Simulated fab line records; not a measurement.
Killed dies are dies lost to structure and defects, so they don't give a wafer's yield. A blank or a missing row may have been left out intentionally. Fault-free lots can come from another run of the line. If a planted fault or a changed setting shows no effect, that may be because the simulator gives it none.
Matching of chambers | flow sfq_line | cmp-02 running SFQ_TRILAYER_I4_CMP_CMP_100: 4 sister chambers
The step polishes SiO2. 4 wafers are shown with their chamber, then 10 later ones without.

== WAFERS, EACH WITH ITS CHAMBER ==
wafer  | chamber | motor_current_A (A)
L381.2 | 2       | 10.0
L381.6 | 3       | 8.3
L384.2 | 1       | 9.6
L384.3 | 0       | 10.7

== WAFERS MISSING THEIR CHAMBER ==
wafer  | motor_current_A (A)
L384.6 | 10.5
L385.1 | 8.1
L385.2 | 9.3
L385.3 | 9.6
L386.2 | 8.3
L386.5 | 8.5
L386.6 | 9.7
L387.3 | 9.0
L387.5 | 10.2
L387.6 | 8.1

== WHICH CHAMBER EACH WENT THROUGH ==
wafer  | from the rows above          | in truth
L384.6 | can't be placed: 0 or 2      | 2
L385.1 | 3                            | 3
L385.2 | can't be placed: 1 or 2      | 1
L385.3 | can't be placed: 1 or 2      | 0
L386.2 | 3                            | 3
L386.5 | 3                            | 3
L386.6 | can't be placed: 1 or 2      | 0
L387.3 | can't be placed: 1 or 3 or 2 | 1
L387.5 | can't be placed: 2 or 0 or 1 | 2
L387.6 | 3                            | 3
4 of 10 placed correctly. Can't be placed from these rows: 6 (the true chamber is among the candidates in 4). Number placed wrongly: 0.
How it was worked out, from the rows above alone: a wafer's distance from a chamber is the root of the sum, over the readings, of the square of ((its reading less the chamber's mean) divided by the reading's scatter). If the next closest chamber is less than 2 further off than the closest, the wafer can't be placed; otherwise it belongs to the closest. The mean given for a chamber averages the wafers shown for that chamber. The scatter: with one shown wafer a chamber, the root of the mean of the squares of how far each hidden wafer lies from its nearest shown one.
